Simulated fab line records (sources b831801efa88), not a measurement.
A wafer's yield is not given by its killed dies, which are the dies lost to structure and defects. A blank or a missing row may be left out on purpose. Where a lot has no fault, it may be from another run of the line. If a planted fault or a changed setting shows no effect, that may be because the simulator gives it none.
Which tool did it? ; flow gf180mcu ; 13 lots with 39 wafers sampled at 2 steps, on a route of 602 steps

== WHAT THE GAUGES SHOWED, per wafer ==
GF_V1_OVL_MEAS_15.
lot;measured;on;V1_OVL (nm)
L305;day 19 00:21;overlay-02;-8 1 2
L306;day 19 08:14;overlay-02;2 -3 0
L307;day 19 18:11;overlay-01;2 -10 -8
L310;day 21 03:27;overlay-01;-2 7 4
L313;day 21 22:18;overlay-01;2 -4 12
L314;day 22 09:33;overlay-02;2 5 3
L317;day 23 08:34;overlay-02;-1 5 4
L323;day 25 04:42;overlay-01;-5 -10 2
L324;day 25 11:53;overlay-02;2 0 2
L326;day 26 02:33;overlay-01;-4 -4 0
L327;day 26 09:36;overlay-02;-6 0 -10

== TOOL THAT RAN EACH LOT (tool first, then ch and the chambers of the sampled wafers, then the start) ==
lot;GF_CONTACT_SPUTTER_23
L305;pvd_sputter-03, day 16 23:44
L306;pvd_sputter-01, day 17 05:31
L307;pvd_sputter-03, day 17 12:38
L310;pvd_sputter-01, day 19 00:07
L313;pvd_sputter-03, day 19 19:18
L314;pvd_sputter-03, day 20 07:16
L317;pvd_sputter-03, day 21 07:30
L319;pvd_sputter-01, day 21 21:01
L320;pvd_sputter-03, day 22 06:10
L323;pvd_sputter-03, day 23 05:23
L324;pvd_sputter-01, day 23 13:38
L326;pvd_sputter-01, day 24 04:16
L327;pvd_sputter-01, day 24 12:48
- GF_CONTACT_SPUTTER_23: material TiN, target thk 10 nm, time 40 s.

== AS READ BY THE TOOLS THEMSELVES (means over the sampled wafers that have a number; for cases with no such wafer, the mark the record gives instead) ==
GF_CONTACT_SPUTTER_23.
lot;tool;cathode_dc_power_W (W);chamber_pressure_pa (Pa);throttle_valve_pct (%)
L305;pvd_sputter-03;3999.3;5.000;30.6
L306;pvd_sputter-01;3999.7;5.008;30.3
L307;pvd_sputter-03;4000.7;4.998;30.0
L310;pvd_sputter-01;4000.6;5.005;30.1
L313;pvd_sputter-03;4000.2;4.994;30.5
L314;pvd_sputter-03;4000.4;5.000;30.6
L317;pvd_sputter-03;4000.3;5.004;30.2
L319;pvd_sputter-01;-;-;-
L320;pvd_sputter-03;-;-;-
L323;pvd_sputter-03;3999.7;5.008;30.4
L324;pvd_sputter-01;3999.9;5.007;30.1
L326;pvd_sputter-01;4000.2;4.991;30.2
L327;pvd_sputter-01;4000.0;5.011;30.3

== THE ANSWER, worked out from the rows above alone ==
Rule: the usual values come from the lots themselves. The widest of any qualifying gaps counts: lots, ordered by their means at a reading, are off when they make up no more than a third of the lots, leave a main group of 4 or more, and stand apart from it by 3 or more times the standard deviation of that group's means. Not used: any main group whose means are identical at the precision the tables above print for the reading. A lot without any number at a reading at which 4 lots or more have one is off too. Any other lot the step has rows for is counted as sound. Order of review: gauges by route order, followed by the tools' own readings, for which a lot's mean as printed above is used. At the first step where some lot is off, the reading lying furthest off is the one used; lots without a number count as furthest.
Off, at GF_CONTACT_SPUTTER_23 on cathode_dc_power_W: L319, L320. Without a number there: L319, L320. The main group has a mean of 4000.1 W with a standard deviation of 0.4.
A tool fits if, at that step or a process step before it, it ran every lot that is off, and no sound lot after the first of them. No candidate that was tried fits.

== WHAT WAS PUT IN BY THE SIMULATOR ==
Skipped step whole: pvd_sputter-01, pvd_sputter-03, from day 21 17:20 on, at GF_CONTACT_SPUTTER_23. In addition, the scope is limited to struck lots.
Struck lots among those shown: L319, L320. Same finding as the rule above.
